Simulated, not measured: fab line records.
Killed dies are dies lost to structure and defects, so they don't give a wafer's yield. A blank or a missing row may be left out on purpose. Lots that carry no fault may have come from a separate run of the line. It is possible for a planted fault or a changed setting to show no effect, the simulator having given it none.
Shared-tool check ; flow sky130 ; Sample size 12 lots and 36 wafers

WHY IT WAS OPENED
SKY_LDD_LDN_TW_MEAS_13, reading LDD_LDN_TW: flagged on 2 of 12 lots. Fault-free wafers read 1488, with a standard deviation of 10.
Rule: a lot is flagged when every wafer of it that has a number lies more than 4 standard deviations from that mean, or none has a number. As for the other lots, they are considered sound.

lot;measured;on;LDD_LDN_TW, wafer by wafer;flag
L249;day 23 03:29;film_metro-02;1480 1477 1484;
L250;day 23 14:23;film_metro-02;1479 1472 1474;
L251;day 24 08:23;film_metro-01;1493 1498 1499;
L252;day 24 10:35;film_metro-01;1492 1502 1502;
L256;day 25 17:05;film_metro-03;1369 1374 1373;FLAGGED
L259;day 26 22:38;film_metro-02;1385 1391 1394;FLAGGED
L263;day 27 23:51;film_metro-01;1492 1490 1498;
L268;day 29 18:19;film_metro-02;1490 1496 1487;
L269;day 29 23:56;film_metro-01;1487 1500 1490;
L270;day 30 08:14;film_metro-03;1491 1480 1485;
L271;day 30 12:38;film_metro-01;1501 1499 1497;
L272;day 30 20:26;film_metro-03;1480 1487 1490;
The mean of the flagged lots' numbers is 1381, -107 from the usual (-11 standard deviations).

TOOL THAT RAN EACH LOT
The record keeps 1 process step preceding the reading, out of 708 steps on the route. Read each cell as the tool, then ch plus the chambers that the sampled wafers visited, then the start.
lot;flag;SKY_LDD_LDN_IMPLANT_10
L249;;implanter-02 ch 0, day 23 03:07
L250;;implanter-03 ch 0, day 23 13:59
L251;;implanter-01 ch 0, day 24 07:59
L252;;implanter-01 ch 0, day 24 10:11
L256;FLAGGED;implanter-02 ch 0, day 25 16:43
L259;FLAGGED;implanter-02 ch 0, day 26 22:14
L263;;implanter-01 ch 0, day 27 23:29
L268;;implanter-01 ch 0, day 29 17:57
L269;;implanter-03 ch 0, day 29 23:32
L270;;implanter-01 ch 0, day 30 07:51
L271;;implanter-03 ch 0, day 30 12:14
L272;;implanter-01 ch 0, day 30 20:02
What these steps do:
- SKY_LDD_LDN_IMPLANT_10
- SKY_LDD_LDN_TW_MEAS_13

FLAGGED AGAINST TOTAL, ONE TOOL AT A TIME (gauges that did the reading follow at the end)
step;tool;lots run;flagged;share of the flagged lots;sound lots run after its first flagged lot
SKY_LDD_LDN_IMPLANT_10;implanter-01;6;0;none;-
SKY_LDD_LDN_IMPLANT_10;implanter-02;3;2;all;0
SKY_LDD_LDN_IMPLANT_10;implanter-03;3;0;none;-
SKY_LDD_LDN_TW_MEAS_13;film_metro-01;5;0;none;-
SKY_LDD_LDN_TW_MEAS_13;film_metro-02;4;1;some;1 (L268)
SKY_LDD_LDN_TW_MEAS_13;film_metro-03;3;1;some;2 (L270,L272)

WHAT THE TABLE ALLOWS
In the table, 1 row covers all flagged lots: implanter-02 at SKY_LDD_LDN_IMPLANT_10.
- implanter-02 at SKY_LDD_LDN_IMPLANT_10 ran 3 lots, 2 of them flagged. Last sound lot L249 at day 23 03:07, first flagged lot L256 at day 25 16:43; a fault beginning in between fits. Its own readings lie more than 4 standard deviations out on every wafer of the flagged lots: dose_ions_cm2, faraday_current_uA.
Left over: one tool, implanter-02 at SKY_LDD_LDN_IMPLANT_10.

WHAT THE SIMULATOR HAD PUT IN
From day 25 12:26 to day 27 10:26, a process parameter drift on implanter-02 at SKY_LDD_LDN_IMPLANT_10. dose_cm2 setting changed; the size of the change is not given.
Struck lots among those shown: L256, L259. Same finding as the rule above.
